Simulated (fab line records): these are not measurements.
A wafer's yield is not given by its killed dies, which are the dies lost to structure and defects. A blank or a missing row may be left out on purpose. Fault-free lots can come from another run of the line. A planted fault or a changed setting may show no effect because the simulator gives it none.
One fault seen from 2 desks | flow gf180mcu | every desk sees just its own numbers, and what lay behind them comes last

AT THE METROLOGY DESK
What the gauges read, lot by lot, whatever tool the lot ran on: means of the sampled wafers that have a number. Marked OUT: a lot whose mean sits more than 4 standard deviations from the usual mean, which makes it out of limits; the brackets give that distance.
Columns: A = INCOMING_BOW at GF_STI_BOW_MEAS_00, usual 0 um; B = STI_OXIDATION_THK at GF_STI_THK_MEAS_02, usual 9.98 nm; C = LVPWELL_OVL at GF_LVPWELL_OVL_MEAS_07, usual -0.4 nm; D = VT_IMPLANT_02_OVL at GF_VT_IMPLANT_OVL_MEAS_29, usual 0.6 nm
lot  | first seen here | A  | B     | C                       | D
L600 | day 1 10:00     | -1 | 10.36 | -0.3                    | 0.9
L602 | day 1 20:02     | -0 | 9.92  | 1.6                     | -0.2
L604 | day 2 06:00     | 2  | 9.84  | -2.2                    | 2.4
L605 | day 2 11:00     | -2 | 9.87  | 1.6                     | 2.5
L606 | day 2 16:02     | -2 | 9.93  | -1.5                    | 1.9
L608 | day 3 02:00     | 3  | 9.98  | 0.9                     | 0.7
L609 | day 3 07:02     | 3  | 10.23 | 0.1                     | -1.2
L610 | day 3 12:01     | 3  | 9.99  | 0.3                     | -0.1
L611 | day 3 17:01     | 2  | 10.01 | -0.0                    | -1.1
L612 | day 3 22:01     | -5 | 10.08 | -1.6                    | 0.5
L614 | day 4 08:01     | 4  | 10.17 | -3.0                    | 0.8
L617 | day 4 23:00     | -7 | 10.04 | -0.2                    | -0.2
L621 | day 5 19:00     | -6 | 9.80  | 172.3 (+99 or more) OUT | -0.2
L623 | day 6 05:01     | 1  | 10.08 | 173.7 (+99 or more) OUT | 0.1
This desk reports L621, L623 out of limits; the earliest was L621 at day 8 20:24 (LVPWELL_OVL at GF_LVPWELL_OVL_MEAS_07). Within limits: L600, L602, L604, L605, L606, L608, L609, L610, L611, L612, L614, L617.

THE TOOL OWNER'S DESK: iline stepper-02
The tool's own readings at GF_LVPWELL_EXPOSE_04 (exposes mask LVPWELL, target cd 600 nm): means of the sampled wafers that have a number, for each lot that ran on this tool. Marked OUT: a lot whose mean sits more than 4 standard deviations from the usual mean, which makes it out of limits; the brackets give that distance.
Columns: A = reticle temp C at GF_LVPWELL_EXPOSE_04, usual 23.01 C
lot  | first seen here | A
L602 | day 4 01:16     | 22.98
L605 | day 4 17:53     | 22.95
L608 | day 5 12:17     | 22.76
L611 | day 6 04:15     | 23.04
L612 | day 6 09:17     | 23.06
L617 | day 7 12:42     | 22.98
L621 | day 8 12:30     | 23.05
L623 | day 8 21:34     | 23.02
This desk's finding: nothing out of limits on any of the 8 lots.

ALL TOGETHER
L621, L623 would have let the metrology desk raise an alarm at day 8 20:24.
Nothing out of limits was seen by the tool owner's desk.
The tool owner's desk has L621, L623 on record, within its limits.
The lots listed all ran GF_LVPWELL_EXPOSE_04 on iline stepper-02.

WHAT THE SIMULATOR HAD INSERTED
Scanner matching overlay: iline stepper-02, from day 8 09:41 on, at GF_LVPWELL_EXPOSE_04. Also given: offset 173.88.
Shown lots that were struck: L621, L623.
Hours from the fault's start to each desk's first reading out of limits: the metrology desk, 11.
